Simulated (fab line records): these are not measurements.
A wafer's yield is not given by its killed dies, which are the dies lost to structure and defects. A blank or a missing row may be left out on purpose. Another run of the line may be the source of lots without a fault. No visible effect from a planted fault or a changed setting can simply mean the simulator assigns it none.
Matching of chambers | flow sky130 | rie_diel-02 running SKY_VIA2_ETCH_14: 4 sister chambers
The step etches BARC in N2/H2, stops on SiO2, time 45.9 s, target depth 60 nm. 4 wafers are shown with their chamber, then 8 later ones without.

## EACH WAFER AND ITS CHAMBER
wafer  | chamber | drypump_motor_current_A (A)
L354.5 | 2       | 5.5
L355.1 | 3       | 5.8
L355.6 | 0       | 6.6
L356.2 | 1       | 5.5

## WAFERS WITHOUT THEIR CHAMBER
wafer  | drypump_motor_current_A (A)
L356.3 | 6.6
L356.5 | 5.7
L358.1 | 5.5
L358.2 | 5.7
L358.5 | 5.6
L360.2 | 6.6
L360.3 | 5.5
L360.4 | 5.7

## CHAMBER TAKEN BY EACH
wafer  | from the rows above          | in truth
L356.3 | 0                            | 0
L356.5 | can't be placed: 3 or 1 or 2 | 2
L358.1 | can't be placed: 1 or 2      | 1
L358.2 | can't be placed: 3 or 1 or 2 | 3
L358.5 | can't be placed: 1 or 2 or 3 | 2
L360.2 | 0                            | 0
L360.3 | can't be placed: 1 or 2      | 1
L360.4 | can't be placed: 3 or 1 or 2 | 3
Correct placement for 2 of the 8. Not placeable from these rows: 6 (in 6, the candidates include the true chamber). 0 placed wrongly.
How it was worked out, from the rows above alone: a wafer's distance from a chamber is the root of the sum, over the readings, of the square of ((its reading less the chamber's mean) divided by the reading's scatter). The wafer belongs to the nearest chamber; if the next one is less than 2 further off, it can't be placed. Each chamber's mean is taken over the wafers shown for it. The scatter: with one shown wafer a chamber, the root of the mean of the squares of how far each hidden wafer lies from its nearest shown one.
